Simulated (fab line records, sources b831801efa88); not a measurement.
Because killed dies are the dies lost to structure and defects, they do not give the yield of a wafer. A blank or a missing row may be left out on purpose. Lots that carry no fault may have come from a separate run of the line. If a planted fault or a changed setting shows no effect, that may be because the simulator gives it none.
A struck lot beside a sound one ; flow sfq line ; 41 out of 325 route steps
Sound: wafers L444.1, L444.5, L444.6. Struck: wafer L454.4. (L454.1, L454.2 of the same lot were not struck and are left out.) The cause comes at the end.
Order at every step that has rows: each side's tool, ch and its chambers, its first start. Under that, the readings that differ: sound wafers ; struck wafers ; difference of the means ; sigmas: that difference in standard deviations of wafers without a fault.
alike: same words and numbers on both sides, and readings whose means sit less than 2 such deviations apart. not compared: any withheld reading, any reading some wafer has no value for, any bound like >300 that may hide the same value, and any number with overlapping values for which the record gives no deviation.
A row with sigmas, a row that says differs or no value, or rows on one side alone: a step with any of these is where the two part. When numbers do not overlap yet have no deviation, they are printed without sigmas and do not part them. Lack of a reading on every wafer of one side parts them only where that side has two or more wafers.

first, 6 steps without rows for these wafers: SFQ_TRILAYER_I2_VIA_LITHO_COAT_072 (resist thk 62 nm); SFQ_TRILAYER_I2_VIA_LITHO_COAT_067 (resist thk 650 nm); SFQ_TRILAYER_I2_VIA_LITHO_SOFTBAKE_071; SFQ_TRILAYER_I2_VIA_LITHO_EXPOSE_068 (exposes mask I2, target cd 500 nm); SFQ_TRILAYER_I2_VIA_LITHO_PEB_070 (peb time 60 s); SFQ_TRILAYER_I2_VIA_LITHO_DEVELOP_069 (time 60 s).
SFQ_I2_OVL_MEAS_918:
  sound on overlay-02 at day 36 23:41; struck on overlay-02 at day 42 00:20
  alike: I2_OVL
SFQ_TRILAYER_I2_VIA_BARC_OPEN_VIA_ETCH_096: etches BARC in O2, target depth 125 nm, time 41.7 s.
  sound on rie diel-03 ch 1,2, day 36 23:44; struck on rie diel-03 ch 1, day 42 00:22
  alike: drypump motor current A, oes product au
  not compared: rf hours counter h
SFQ_TRILAYER_I2_VIA_ETCH_VIA_ETCH_070: etches SiO2 in CHF3, stops on Nb, target depth 260 nm.
  sound on rie diel-03 ch 1,2, day 36 23:46; struck on rie diel-03 ch 1, day 42 00:25
  alike: drypump motor current A, oes product au
SFQ_TRILAYER_I2_VIA_STRIP_STRIP_071: strips in O2.
  sound on rie metal-03 ch 0,1, day 36 23:53; struck on rie metal-01 ch 1, day 42 00:31
  alike: drypump motor current A, oes product au
  not compared: rf hours counter h
then, 2 steps without rows for these wafers: SFQ_TRILAYER_I2_VIA_STRIP_SOLV_CLEAN_072 (cleans in NMP, time 600 s); SFQ_TRILAYER_M3_DEP_PRE_CLEAN_074 (time 22.5 s).
SFQ_TRILAYER_M3_DEP_SPUTTER_073: material Nb, target thk 200 nm, time 133.3 s.
  sound on pvd sputter-03 at day 37 00:41; struck on pvd sputter-04 at day 42 01:20
reading;sound;struck;difference;sigmas
model.Nb_of_TRILAYER_M3_DEP_SPUTTER_073.thk nm (nm);198.4 197.9 198.1;148.2;-49.9;
  alike: base pressure pa, cathode dc power W, throttle valve pct
SFQ_M3_RS_MEAS_919: measurement is done with a four-point probe.
  sound on film metro-03 at day 37 00:47; struck on film metro-04 at day 42 01:42
reading;sound;struck;difference;sigmas
M3_NB_RS (ohm/sq);0.899 0.899 0.897;1.205;+0.307;+26
  not compared: hold
then, 5 steps without rows for these wafers: SFQ_TRILAYER_M3_LITHO_COAT_075 (resist thk 600 nm); SFQ_TRILAYER_M3_LITHO_SOFTBAKE_079; SFQ_TRILAYER_M3_LITHO_EXPOSE_076 (exposes mask M3, target cd 500 nm); SFQ_TRILAYER_M3_LITHO_PEB_078 (peb time 60 s); SFQ_TRILAYER_M3_LITHO_DEVELOP_077 (time 60 s).
-- the record jumps here: 6 days lie between the struck wafers' starts before and after --
SFQ_M3_OVL_MEAS_921:
  sound on overlay-01 at day 43 17:23; struck on overlay-02 at day 48 02:24
  alike: M3_OVL
SFQ_TRILAYER_M3_BARC_OPEN_METAL_ETCH_100: etches BARC in O2, target depth 125 nm, time 41.7 s.
  sound on rie metal-04 ch 0,1, day 43 17:25; struck on rie metal-04 ch 1, day 48 02:26
  alike: drypump motor current A, oes product au
  not compared: rf hours counter h
SFQ_TRILAYER_M3_ETCH_METAL_ETCH_078: etches Nb in Cl2/Ar, stops on SiO2, target depth 240 nm, time 120 s.
  sound on rie metal-04 ch 0,1, day 43 17:29; struck on rie metal-04 ch 1, day 48 02:30
reading;sound;struck;difference;sigmas
oes product au (a.u.);0.886 0.890 0.900;0.762;-0.130;-16
  alike: drypump motor current A
  not compared: rf hours counter h
then, 2 steps without rows for these wafers: SFQ_TRILAYER_M3_STRIP_STRIP_079 (strips in O2); SFQ_TRILAYER_M3_STRIP_SOLV_CLEAN_080 (cleans in NMP, time 600 s).
SFQ_TRILAYER_I3_DEP_PECVD_081: deposits SiO2 from SiH4/N2O, time 111.11 s, target thk 500 nm.
  sound on pecvd-04 ch 1,2, day 43 18:23; struck on pecvd-04 ch 0, day 48 03:25
reading;sound;struck;difference;sigmas
showerhead vpp V (V);815 819 807;901;+87;+2
  alike: chamber pressure Torr, heater power w, throttle valve pct
then, 1 step without rows for these wafers: SFQ_TRILAYER_I3_CMP_CMP_082 (polishes SiO2).
SFQ_I3_BOW_MEAS_922:
  sound on film metro-01 at day 43 21:28; struck on film metro-02 at day 48 09:40
  alike: I3_BOW
then, 7 steps without rows for these wafers: SFQ_TRILAYER_I3_METRO_MEASURE_083; SFQ_TRILAYER_I3_VIA_LITHO_COAT_090 (resist thk 62 nm); SFQ_TRILAYER_I3_VIA_LITHO_COAT_085 (resist thk 650 nm); SFQ_TRILAYER_I3_VIA_LITHO_SOFTBAKE_089; SFQ_TRILAYER_I3_VIA_LITHO_EXPOSE_086 (exposes mask I3, target cd 500 nm); SFQ_TRILAYER_I3_VIA_LITHO_PEB_088 (peb time 60 s); SFQ_TRILAYER_I3_VIA_LITHO_DEVELOP_087 (time 60 s).
-- the record jumps here: 5 days lie between the struck wafers' starts before and after --
SFQ_I3_OVL_MEAS_923:
  sound on overlay-01 at day 44 01:02; struck on overlay-02 at day 53 15:41
  alike: I3_OVL
then, 5 steps without rows for these wafers: SFQ_TRILAYER_I3_VIA_BARC_OPEN_VIA_ETCH_121 (etches BARC in O2, target depth 125 nm, time 41.7 s); SFQ_TRILAYER_I3_VIA_ETCH_VIA_ETCH_088 (etches SiO2 in CHF3, stops on Nb, target depth 260 nm); SFQ_TRILAYER_I3_VIA_STRIP_STRIP_089 (strips in O2); SFQ_TRILAYER_I3_VIA_STRIP_SOLV_CLEAN_090 (cleans in NMP, time 600 s); SFQ_TRILAYER_M4_DEP_PRE_CLEAN_092 (time 22.5 s).
-- the record jumps here: 30 days lie between the struck wafers' starts before and after --
SFQ_M8_BOW_MEAS_951:
  sound on film metro-03 at day 79 20:33; struck on film metro-04 at day 83 17:41
reading;sound;struck;difference;sigmas
model.etest.m3.ohm um;1.806 1.808 1.802;2.402;+0.597;
model.etest.i2.link ohm;1.967 1.974 1.976;2.343;+0.371;
model.etest.m3.ohm sq;0.897 0.8992 0.8982;1.201;+0.303;
model.etest.i3.link ohm;1.963 1.978 1.955;2.258;+0.293;
  alike: M8_BOW

== WHERE THEY PART ==
Last at SFQ_TRILAYER_I3_DEP_PECVD_081 as far as this record goes, first at SFQ_M3_RS_MEAS_919. Later steps at which nothing parts them and some readings are alike: SFQ_I3_BOW_MEAS_922, SFQ_I3_OVL_MEAS_923, SFQ_M8_BOW_MEAS_951.

WHY: whatever the simulator had introduced
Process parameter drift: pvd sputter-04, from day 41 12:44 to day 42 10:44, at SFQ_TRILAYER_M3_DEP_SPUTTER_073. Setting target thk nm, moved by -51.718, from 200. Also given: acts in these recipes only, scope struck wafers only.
